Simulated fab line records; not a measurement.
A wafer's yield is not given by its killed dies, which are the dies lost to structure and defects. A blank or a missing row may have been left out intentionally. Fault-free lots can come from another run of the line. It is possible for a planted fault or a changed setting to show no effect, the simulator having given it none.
One fault through the eyes of 2 desks -- flow sky130 -- numbers are kept per desk, each desk with only its own; the story behind them comes last

METROLOGY DESK
What the gauges read, lot by lot, whatever tool the lot ran on: means of the sampled wafers that have a number. A lot is out of limits, marked OUT, if its mean lies more than 4 standard deviations from the usual mean; the brackets give that distance.
Columns: A = LDD_P_OVL at SKY_LDD_P_OVL_MEAS_08, usual 0.4 nm; B = LDD_P_TW at SKY_LDD_P_TW_MEAS_11, usual 632; C = LDD_HVP_OVL at SKY_LDD_HVP_OVL_MEAS_07, usual -0.3 nm; D = SPACER_CVD_00_THK at SKY_SPACER_THK_MEAS_01, usual 43.2 nm
lot,first seen here,A,B,C,D
L451,day 20 05:21,2.0,630,-1.4,43.2
L450,day 20 05:39,0.4,635,0.2,43.3
L452,day 20 10:01,1.8,635,0.8,43.3
L453,day 20 17:25,0.4,631,-0.3,43.2
L454,day 20 23:20,1.1,631,-0.4,43.1
L456,day 21 18:28,1.9,635,1.5,42.7
L458,day 22 08:27,2.0,639,-2.2,33.2 (-26) OUT
L469,day 26 05:26,0.5,627,0.1,43.1
L470,day 26 13:59,-0.1,627,0.8,43.1
L471,day 26 17:51,-0.4,633,-0.9,42.5
L472,day 27 00:08,-0.3,622,-0.4,43.2
This desk reports L458 out of limits; the earliest was L458 at day 26 05:17 (SPACER_CVD_00_THK at SKY_SPACER_THK_MEAS_01). L451, L450, L452, L453, L454, L456, L469, L470, L471, L472 stayed within limits.

THE TOOL OWNER'S DESK: lpcvd-02
The tool's own readings at SKY_SPACER_CVD_00 (deposits Si3N4 from DCS/NH3, target thk 43.1 nm, time 740 s): means of the sampled wafers that have a number, for each lot that ran on this tool. A lot is out of limits, marked OUT, if its mean lies more than 4 standard deviations from the usual mean; the brackets give that distance.
Columns: A = spikeTcBottomC at SKY_SPACER_CVD_00, usual 793.8 C; B = spikeTcCentreC at SKY_SPACER_CVD_00, usual 770.0 C; C = spikeTcLowerC at SKY_SPACER_CVD_00, usual 770.6 C; D = spikeTcTopC at SKY_SPACER_CVD_00, usual 784 C; E = spikeTcUpperC at SKY_SPACER_CVD_00, usual 770.6 C; F = susceptorTempC at SKY_SPACER_CVD_00, usual 769.9 C; G = zonePowerLowerPct at SKY_SPACER_CVD_00, usual 13.0 %
lot,first seen here,A,B,C,D,E,F,G
L451,day 24 00:57,795.4,771.8,769.5,780,770.2,769.6,12.5
L450,day 24 02:10,793.3,769.2,772.5,787,770.5,770.0,13.2
L452,day 24 07:10,795.4,770.6,769.0,779,770.5,769.7,12.6
L453,day 24 12:41,795.2,770.6,769.5,780,771.1,770.1,12.7
L454,day 24 17:24,795.3,771.8,769.2,779,770.4,770.1,12.5
L456,day 25 13:33,794.9,771.2,770.3,779,769.6,769.0,12.7
L458,day 26 04:05,779.7 (-9.4) OUT,757.4 (-9.0) OUT,757.3 (-9.5) OUT,773,756.4 (-13) OUT,756.2 (-36) OUT,12.8
L469,day 29 21:12,793.7,770.0,771.5,787,769.7,770.0,13.3
L470,day 30 04:35,792.1,768.8,770.9,787,770.7,770.1,13.2
L471,day 30 09:55,795.2,770.6,768.8,780,770.0,770.0,12.7
L472,day 30 15:17,792.5,769.4,770.7,786,771.0,769.9,13.0
This desk's finding: out of limits on L458; first on L458, day 26 04:05 (spikeTcBottomC at SKY_SPACER_CVD_00). L451, L450, L452, L453, L454, L456, L469, L470, L471, L472 stayed within limits.

PUT TOGETHER
At day 26 04:05, on L458, the tool owner's desk was in a position to raise an alarm.
On L458, the metrology desk was in a position to raise an alarm at day 26 05:17.
The lots listed all ran SKY_SPACER_CVD_00 on lpcvd-02.

WHAT HAD BEEN PUT IN BY THE SIMULATOR
lpcvd-02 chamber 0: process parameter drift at SKY_SPACER_CVD_00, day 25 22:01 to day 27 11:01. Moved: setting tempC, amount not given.
Shown lots that were struck: L458.
Counting hours from when the fault started, the first reading out of limits came at 6 for the tool owner's desk and at 7 for the metrology desk.
